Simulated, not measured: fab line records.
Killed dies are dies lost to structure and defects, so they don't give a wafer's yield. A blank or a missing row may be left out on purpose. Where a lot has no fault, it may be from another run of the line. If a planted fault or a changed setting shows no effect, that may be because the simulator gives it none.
fab line records | flow sky130
[record] lots = 13 wafers = 39 lastDay = 50
route steps=708 shown VT_ADJUST_LVTN@104 VT_ADJUST_HVTR@139 VT_ADJUST_PCH@151 PAD_OPEN@708
lots untouched by any fault: they come from a run of this same line in which no faults occurred
startH: hours from the record's first day to the start of the lot's first wafer shown | waitH: hours from the lot's prior step to this one | " as in the row above | L1.1+2: several wafers, shown together as one row | - no value, or no start was given | * or withheld: withheld | < > ~ a bound
route shown NAME@n: names a module that has steps shown in the file, with the first one's number in the route | usual: mean/standard deviation of fault-free wafers | same: alike in all rows | chamber/n: place in a boat | sites: the reading at each site | _std_site: how widely they spread, as a standard deviation | _edge_site: mean of outer sites minus mean of inner sites | radiusMm: for every site, how far away it sits from the centre of the wafer | mask NAME#n: copy n | behind: tool/chamber where the wafer was last shaped | hold: reason for holding the lot/hours on hold/outcome of the hold | device: names the non-switching transistor (n, p or np) | end of line: the same wafers' tests at the end of the route | a step without rows: its recipe alone | killed: dies lost to structure and defects at the first sort, not the wafer's yield | map: shows each die of a wafer: x if killed, . if not, _ if none is there
set.NAME: the setting as run; set.NAME@STEP: as run at that earlier step | model.NAME: the simulator's own value behind a step, which no gauge read
the route's steps for a sample of lots (tables are steps, rows are wafers)
services: a tool's chamber out of use, with start hour (startH, from the record's first day; less than 0 if before it), hours out, and reason
[[steps]]
[step SKY_VT_ADJUST_LVTN_OVL_MEAS_07]
[usual] VT_ADJUST_LVTN_OVL = 0.0/1.1
// columns lot.wafer tool chamber startH waitH VT_ADJUST_LVTN_OVL[nm]
L978.1 overlay-02 - 142.11 - -1.0
L978.2 " - " " -1.1
L978.5 " - " " -0.4
L979.1 overlay-02 - 149.66 - 2.1
L979.3 " - " " 2.0
L979.6 " - " " 0.9
L980.1 overlay-02 - 154.15 - -0.2
L980.3 " - " " 0.4
L980.4 " - " " 0.4
L983.1 overlay-02 - 173.10 - -2.1
L983.2 " - " " -0.3
L983.4 " - " " -0.8
L984.3 overlay-01 - 178.77 - -0.2
L984.4 " - " " 0.9
L984.5 " - " " 0.9
L985.2 overlay-02 - 188.02 - 1.2
L985.3 " - " " 0.7
L985.6 " - " " 1.7
L989.1 overlay-02 - 214.70 - 0.2
L989.3 " - " " 0.4
L989.6 " - " " -0.6
L991.1 overlay-01 - 224.01 - -0.2
L991.2 " - " " -2.1
L991.4 " - " " -1.0
L992.4 overlay-01 - 234.33 - 1.9
L992.5 " - " " 1.6
L992.6 " - " " 1.0
L994.3 overlay-01 - 244.82 - -0.5
L994.4 " - " " -0.7
L994.5 " - " " 0.0
L995.3 overlay-01 - 266.67 - -0.6
L995.4 " - " " -1.9
L995.5 " - " " -1.2
L996.1 overlay-02 - 267.46 - -0.7
L996.4 " - " " -0.4
L996.6 " - " " -2.5
L100.1 overlay-01 - 307.31 - 0.9
L100.2 " - " " -0.7
L100.6 " - " " 0.5
[step SKY_VT_ADJUST_LVTN_OVL_MEAS_18]
[usual] VT_ADJUST_LVTN_01_OVL = -0.8/1.6
// columns lot.wafer tool chamber startH waitH VT_ADJUST_LVTN_01_OVL[nm]
L978.1 overlay-02 - 160.96 0.1 -3.7
L978.2 " - " " -3.0
L978.5 " - " " -1.5
L979.1 overlay-01 - 168.15 0.1 1.8
L979.3 " - " " 2.0
L979.6 " - " " 0.2
L980.1 overlay-01 - 173.40 0.1 -1.6
L980.3 " - " " -3.3
L980.4 " - " " -1.4
L983.1 overlay-02 - 193.51 0.1 0.2
L983.2 " - " " -0.9
L983.4 " - " " -0.9
L984.3 overlay-01 - 199.98 0.1 -2.0
L984.4 " - " " -3.0
L984.5 " - " " -2.1
L985.2 overlay-02 - 209.66 0.1 -0.1
L985.3 " - " " -1.1
L985.6 " - " " 0.6
L989.1 overlay-01 - 237.45 0.1 -1.1
L989.3 " - " " -0.6
L989.6 " - " " -1.8
L991.1 overlay-02 - 246.21 0.1 1.7
L991.2 " - " " 0.6
L991.4 " - " " 1.8
L992.4 overlay-02 - 257.47 0.1 -1.2
L992.5 " - " " 0.0
L992.6 " - " " -2.4
L994.3 overlay-01 - 268.77 0.1 0.0
L994.4 " - " " -1.1
L994.5 " - " " -0.7
L995.3 overlay-01 - 290.97 0.1 -0.6
L995.4 " - " " -1.5
L995.5 " - " " -0.6
L996.1 overlay-02 - 291.26 0.1 -0.9
L996.4 " - " " -1.7
L996.6 " - " " -0.6
L100.1 overlay-02 - 333.66 0.1 2.6
L100.2 " - " " 1.9
L100.6 " - " " 1.6
[step SKY_VT_ADJUST_HVTR_OVL_MEAS_08]
[usual] VT_ADJUST_HVTR_OVL = -0.9/1.4
// columns lot.wafer tool chamber startH waitH VT_ADJUST_HVTR_OVL[nm]
L978.1 overlay-02 - 201.60 0.1 -3.5
L978.2 " - " " -3.6
L978.5 " - " " -3.8
L979.1 overlay-01 - 209.70 0.1 -2.4
L979.3 " - " " -2.9
L979.6 " - " " -2.2
L980.1 overlay-01 - 216.60 0.1 -1.5
L980.3 " - " " -0.3
L980.4 " - " " -0.5
L983.1 overlay-01 - 237.88 0.1 -2.4
L983.2 " - " " -0.7
L983.4 " - " " -3.3
L984.3 overlay-01 - 244.45 0.1 -1.8
L984.4 " - " " 0.9
L984.5 " - " " 0.7
L985.2 overlay-02 - 255.30 0.1 2.2
L985.3 " - " " 1.6
L985.6 " - " " 1.2
L989.1 overlay-02 - 285.18 0.1 0.0
L989.3 " - " " 0.6
L989.6 " - " " 2.8
L991.1 overlay-01 - 294.90 0.1 -1.2
L991.2 " - " " -0.8
L991.4 " - " " 0.1
L992.4 overlay-02 - 307.34 0.1 0.0
L992.5 " - " " 0.2
L992.6 " - " " 0.0
L994.3 overlay-01 - 320.34 0.1 -0.1
L994.4 " - " " -0.6
L994.5 " - " " -1.3
L995.3 overlay-01 - 342.66 0.1 -0.3
L995.4 " - " " -0.5
L995.5 " - " " 0.2
L996.1 overlay-02 - 343.13 0.1 2.6
L996.4 " - " " 0.9
L996.6 " - " " 0.6
L100.1 overlay-01 - 388.75 0.1 -2.0
L100.2 " - " " -1.2
L100.6 " - " " -2.3
[step SKY_VT_ADJUST_PCH_IMPLANT_08]
[recipe] species = B energyKev = 10 doseCm2 = 5e+11 tiltDeg = withheld
[usual] beamEnergyKeV = 9.999/0.0031
// columns lot.wafer tool chamber startH waitH beamEnergyKeV
L978.1 implanter-03 0 223.84 0.0 10.000
L978.2 " 0 " " 10.000
L978.5 " 0 " " 10.005
L979.1 implanter-04 0 232.24 0.0 10.004
L979.3 " 0 " " 9.999
L979.6 " 0 " " 10.001
L980.1 implanter-02 0 238.75 0.0 9.999
L980.3 " 0 " " 9.999
L980.4 " 0 " " 9.999
L983.1 implanter-04 0 261.46 0.0 10.001
L983.2 " 0 " " 10.001
L983.4 " 0 " " 9.997
L984.3 implanter-02 0 268.70 0.1 9.998
L984.4 " 0 " " 10.004
L984.5 " 0 " " 10.000
L984.3 implanter-02 0 269.02 0.3 10.001
L984.4 " 0 " " 10.004
L984.5 " 0 " " 10.000
L985.2 implanter-04 0 279.07 0.0 10.001
L985.3 " 0 " " 10.001
L985.6 " 0 " " 9.997
L989.1 implanter-03 0 310.29 0.0 10.000
L989.3 " 0 " " 9.999
L989.6 " 0 " " 9.999
L991.1 implanter-04 0 321.25 0.0 9.999
L991.2 " 0 " " 10.002
L991.4 " 0 " " 9.998
L992.4 implanter-02 0 334.16 0.1 9.996
L992.5 " 0 " " 9.997
L992.6 " 0 " " 9.999
L992.4 implanter-02 0 334.48 0.3 10.004
L992.5 " 0 " " 10.003
L992.6 " 0 " " 10.000
L994.3 implanter-04 0 347.60 0.1 10.004
L994.4 " 0 " " 10.001
L994.5 " 0 " " 10.003
L994.3 implanter-04 0 347.92 0.3 10.000
L994.4 " 0 " " 10.001
L994.5 " 0 " " 9.999
L995.3 implanter-03 0 369.99 0.1 9.998
L995.4 " 0 " " 9.999
L995.5 " 0 " " 9.998
L996.1 implanter-02 0 370.45 0.0 9.997
L996.4 " 0 " " 10.006
L996.6 " 0 " " 9.996
L100.1 implanter-04 0 418.51 0.1 9.994
L100.2 " 0 " " 9.994
L100.6 " 0 " " 9.997
[step SKY_VT_ADJUST_PCH_TW_MEAS_10]
[usual] VT_ADJUST_PCH_TW = 144.7/1.5
// columns lot.wafer tool chamber startH waitH VT_ADJUST_PCH_TW
L978.1 filmMetro-01 - 224.09 0.1 145.4
L978.2 " - " " 145.2
L978.5 " - " " 144.4
L979.1 filmMetro-02 - 232.49 0.1 144.6
L979.3 " - " " 144.3
L979.6 " - " " 144.0
L980.1 filmMetro-01 - 239.00 0.1 145.3
L980.3 " - " " 144.7
L980.4 " - " " 145.0
L983.1 filmMetro-01 - 261.71 0.1 146.6
L983.2 " - " " 146.4
L983.4 " - " " 146.8
L984.3 filmMetro-01 - 269.24 0.1 175.7
L984.4 " - " " 175.3
L984.5 " - " " 175.7
L984.3 filmMetro-01 - 269.46 0.2 175.9
L984.4 " - " " 175.0
L984.5 " - " " 175.6
L985.2 filmMetro-02 - 279.31 0.1 144.6
L985.3 " - " " 144.7
L985.6 " - " " 145.4
L989.1 filmMetro-01 - 310.54 0.1 146.2
L989.3 " - " " 146.1
L989.6 " - " " 145.1
L991.1 filmMetro-04 - 321.50 0.1 141.9
L991.2 " - " " 142.7
L991.4 " - " " 141.4
L992.4 filmMetro-01 - 334.77 0.1 175.4
L992.5 " - " " 175.7
L992.6 " - " " 176.1
L992.4 filmMetro-01 - 335.08 0.3 175.6
L992.5 " - " " 175.4
L992.6 " - " " 175.5
L994.3 filmMetro-02 - 348.14 0.1 173.7
L994.4 " - " " 173.4
L994.5 " - " " 173.1
L994.3 filmMetro-02 - 348.36 0.2 173.9
L994.4 " - " " 174.0
L994.5 " - " " 174.8
L995.3 filmMetro-02 - 370.21 0.1 144.8
L995.4 " - " " 144.4
L995.5 " - " " 144.6
L996.1 filmMetro-02 - 370.70 0.1 144.2
L996.4 " - " " 143.9
L996.6 " - " " 144.0
L100.1 filmMetro-04 - 418.76 0.1 141.9
L100.2 " - " " 143.2
L100.6 " - " " 141.9
[step SKY_PAD_OPEN_PROBE_99]
[usual] killed_at_M0_to_M3 = 42/6.6 killed_at_M4_up = 3.1/1.9 killedAtContacts = 24/5.6 killedAtFrontEnd = 15/4.8 killedAtOther = 0.3/0.48 killedDies = 84/10 killedOpen = 47/6.8 killedShort = 37/6.8
[same] grossDies = 492 killedAtBackSide = 0
// columns lot.wafer tool chamber startH waitH killed_at_M0_to_M3 killed_at_M4_up killedAtContacts killedAtFrontEnd killedAtOther killedDies killedOpen killedShort
L979.1 prober-02 - 1083.00 0.1 37 5 27 11 2 82 46 36
L979.3 prober-02 - 1083.10 0.2 45 4 25 12 0 86 46 40
L979.6 prober-02 - 1083.25 0.2 48 3 21 18 0 90 52 38
L984.3 prober-01 - 1109.58 0.2 53 1 33 20 0 107 68 39
L984.4 prober-01 - 1109.63 0.2 43 9 35 21 1 109 60 49
L984.5 prober-01 - 1109.68 0.2 54 1 23 22 1 101 57 44
L985.2 prober-02 - 1122.48 0.1 40 4 27 15 0 86 49 37
L985.3 prober-02 - 1122.53 0.2 33 10 17 20 0 80 41 39
L985.6 prober-02 - 1122.68 0.2 47 3 20 4 0 74 38 36
L992.4 prober-01 - 1157.61 0.2 46 2 26 13 0 87 48 39
L992.5 prober-01 - 1157.66 0.2 43 0 29 7 0 79 44 35
L992.6 prober-01 - 1157.71 0.2 31 4 25 18 0 78 52 26
L994.3 prober-01 - 1168.59 0.2 47 2 22 11 1 83 48 35
L994.4 prober-01 - 1168.64 0.2 49 3 18 12 0 82 44 38
L994.5 prober-01 - 1168.69 0.2 53 1 18 13 0 85 45 40
L995.3 prober-02 - 1177.32 0.2 50 2 35 18 0 105 58 47
L995.4 prober-02 - 1177.37 0.2 48 3 22 16 0 89 50 39
L995.5 prober-02 - 1177.42 0.2 41 6 25 16 0 88 50 38
// killed by level:class
L979.1 CONTACT:geometricParticle:open=13 VIA1:geometricParticle:open=7 VIA2:geometricParticle:open=6 LI_CONTACT:geometricParticle:open=5 LOCAL_INTERCONNECT:geometricParticle:short=5 METAL1:geometricParticle:short=5 VIA1:geometricParticle:short=5 VIA3:geometricParticle:open=5
L979.3 CONTACT:geometricParticle:open=9 VIA1:geometricParticle:open=9 LI_CONTACT:geometricParticle:open=6 VIA3:geometricParticle:open=6 VIA1:geometricParticle:short=5 METAL2:geometricParticle:short=5 VIA2:geometricParticle:open=5 METAL3:geometricParticle:short=5
L979.6 VIA1:geometricParticle:open=11 CONTACT:geometricParticle:open=9 VIA2:geometricParticle:open=8 FIELD_ISO:geometricParticle:short=6 METAL1:geometricParticle:short=6 FIELD_ISO:geometricParticle:open=5 LI_CONTACT:geometricParticle:open=5 LOCAL_INTERCONNECT:geometricParticle:short=4
L984.3 VIA3:geometricParticle:open=13 VIA2:geometricParticle:open=12 LI_CONTACT:geometricParticle:open=11 CONTACT:geometricParticle:open=10 VIA1:geometricParticle:open=8 FIELD_ISO:geometricParticle:open=5 CONTACT:geometricParticle:short=5 VIA1:geometricParticle:short=5
L984.4 CONTACT:geometricParticle:open=13 VIA1:geometricParticle:open=12 LI_CONTACT:geometricParticle:open=9 LOCAL_INTERCONNECT:geometricParticle:short=7 VIA2:geometricParticle:open=7 FIELD_ISO:geometricParticle:short=6 VIA1:geometricParticle:short=5 METAL4:geometricParticle:short=5
L984.5 VIA1:geometricParticle:open=14 VIA2:geometricParticle:open=9 VIA1:geometricParticle:short=8 METAL2:geometricParticle:short=8 POLY_GATE:geometricParticle:open=7 LI_CONTACT:geometricParticle:open=7 LOCAL_INTERCONNECT:geometricParticle:short=7 CONTACT:geometricParticle:open=6
L985.2 VIA1:geometricParticle:open=11 CONTACT:geometricParticle:short=8 VIA3:geometricParticle:open=8 LI_CONTACT:geometricParticle:open=6 CONTACT:geometricParticle:open=5 METAL2:geometricParticle:short=5 FIELD_ISO:geometricParticle:short=4 POLY_GATE:geometricParticle:open=4
L985.3 VIA1:geometricParticle:open=10 LI_CONTACT:geometricParticle:open=9 METAL4:geometricParticle:short=6 FIELD_ISO:geometricParticle:short=4 POLY_GATE:geometricParticle:short=4 POLY_GATE:geometricParticle:open=4 CONTACT:geometricParticle:open=4 VIA2:geometricParticle:open=4
L985.6 METAL1:geometricParticle:short=14 VIA1:geometricParticle:open=10 CONTACT:geometricParticle:open=9 VIA2:geometricParticle:open=8 LOCAL_INTERCONNECT:geometricParticle:short=4 VIA1:geometricParticle:short=4 METAL2:geometricParticle:short=4 VIA3:geometricParticle:open=4
L992.4 VIA1:geometricParticle:open=11 LI_CONTACT:geometricParticle:open=9 CONTACT:geometricParticle:open=8 VIA3:geometricParticle:open=7 LI_CONTACT:geometricParticle:short=6 VIA2:geometricParticle:open=6 POLY_GATE:geometricParticle:short=5 VIA1:geometricParticle:short=5
L992.5 VIA1:geometricParticle:open=12 CONTACT:geometricParticle:open=11 VIA2:geometricParticle:open=6 METAL2:geometricParticle:short=6 LI_CONTACT:geometricParticle:open=5 LOCAL_INTERCONNECT:geometricParticle:short=5 LI_CONTACT:geometricParticle:short=4 CONTACT:geometricParticle:short=4
L992.6 LI_CONTACT:geometricParticle:open=11 CONTACT:geometricParticle:open=8 POLY_GATE:geometricParticle:open=7 VIA1:geometricParticle:open=7 METAL1:geometricParticle:short=6 VIA2:geometricParticle:open=5 VIA3:geometricParticle:open=5 VIA1:geometricParticle:short=4
L994.3 VIA1:geometricParticle:open=16 CONTACT:geometricParticle:open=9 VIA2:geometricParticle:open=9 VIA3:geometricParticle:short=6 CONTACT:geometricParticle:short=5 METAL1:geometricParticle:short=5 LI_CONTACT:geometricParticle:open=4 LOCAL_INTERCONNECT:geometricParticle:short=3
L994.4 CONTACT:geometricParticle:open=10 VIA1:geometricParticle:open=8 VIA1:geometricParticle:short=8 METAL1:geometricParticle:short=7 METAL2:geometricParticle:short=7 VIA2:geometricParticle:open=6 LI_CONTACT:geometricParticle:open=4 VIA2:geometricParticle:short=4
L994.5 VIA1:geometricParticle:open=12 METAL2:geometricParticle:short=8 VIA1:geometricParticle:short=8 VIA3:geometricParticle:open=8 CONTACT:geometricParticle:open=7 POLY_GATE:geometricParticle:open=5 METAL3:geometricParticle:short=5 METAL1:geometricParticle:short=4
L995.3 VIA1:geometricParticle:open=15 CONTACT:geometricParticle:open=13 CONTACT:geometricParticle:short=8 LI_CONTACT:geometricParticle:open=7 FIELD_ISO:geometricParticle:open=6 VIA2:geometricParticle:open=6 FIELD_ISO:geometricParticle:short=5 METAL1:geometricParticle:short=5
L995.4 VIA1:geometricParticle:open=12 METAL2:geometricParticle:short=11 CONTACT:geometricParticle:open=9 VIA3:geometricParticle:open=8 VIA2:geometricParticle:open=7 POLY_GATE:geometricParticle:short=6 FIELD_ISO:geometricParticle:open=4 LI_CONTACT:geometricParticle:open=4
L995.5 CONTACT:geometricParticle:open=12 VIA1:geometricParticle:open=8 VIA2:geometricParticle:open=7 LI_CONTACT:geometricParticle:open=6 CONTACT:geometricParticle:short=5 METAL2:geometricParticle:short=5 FIELD_ISO:geometricParticle:short=4 POLY_GATE:geometricParticle:short=4
[[services]]
// columns tool chamber startH hours kind
implanter-03 - 204.65 0.6 repair
implanter-03 - 224.61 12.4 repair
implanter-03 - 242.36 3.4 pm
implanter-03 - 245.76 3.4 pm
implanter-03 - 249.70 3.3 repair
implanter-02 - 276.81 4.1 pm
implanter-02 - 281.60 4.1 pm
implanter-02 - 309.72 11.7 pm
implanter-04 - 324.28 7.2 pm
implanter-04 - 332.42 3.6 pm
implanter-03 - 350.67 1.8 repair
implanter-03 - 352.38 0.6 repair
implanter-02 - 372.46 2.0 repair
implanter-04 - 372.81 1.3 repair
implanter-02 - 373.43 2.2 repair
implanter-03 - 406.44 3.6 repair
implanter-03 - 414.54 4.3 repair
[[key]]
[firstSign] step = SKY_VT_ADJUST_PCH_IMPLANT_08 reading = visit direction = added
[effect] step = SKY_VT_ADJUST_PCH_TW_MEAS_10 reading = visit direction = added
[effect] step = SKY_VT_ADJUST_PCH_TW_MEAS_10 reading = VT_ADJUST_PCH_TW direction = up sigmas = 20 usual = 144.7 struck = 174.9
metAt SKY_VT_ADJUST_PCH_IMPLANT_08
struckLots L984,L992,L994
testerLeftOut L984,L992,L994
notActingAt SKY_VT_ADJUST_LVTN_OVL_MEAS_07,SKY_VT_ADJUST_LVTN_OVL_MEAS_18,SKY_VT_ADJUST_HVTR_OVL_MEAS_08
[fault] kind = repeatedStepWhole tool = implanter-02,implanter-03,implanter-04 chamber = - onsetH = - steps = SKY_VT_ADJUST_PCH_IMPLANT_08 times = 1 scope = struckLotsOnly
// testerLeftOut: of these lots the tester's yield and bins aren't shown, on N5 and GAA mostly nor the transistor test; their killed dies are dies lost to structure and defects alone, not to doping, threshold or leakage, so they don't give the yield
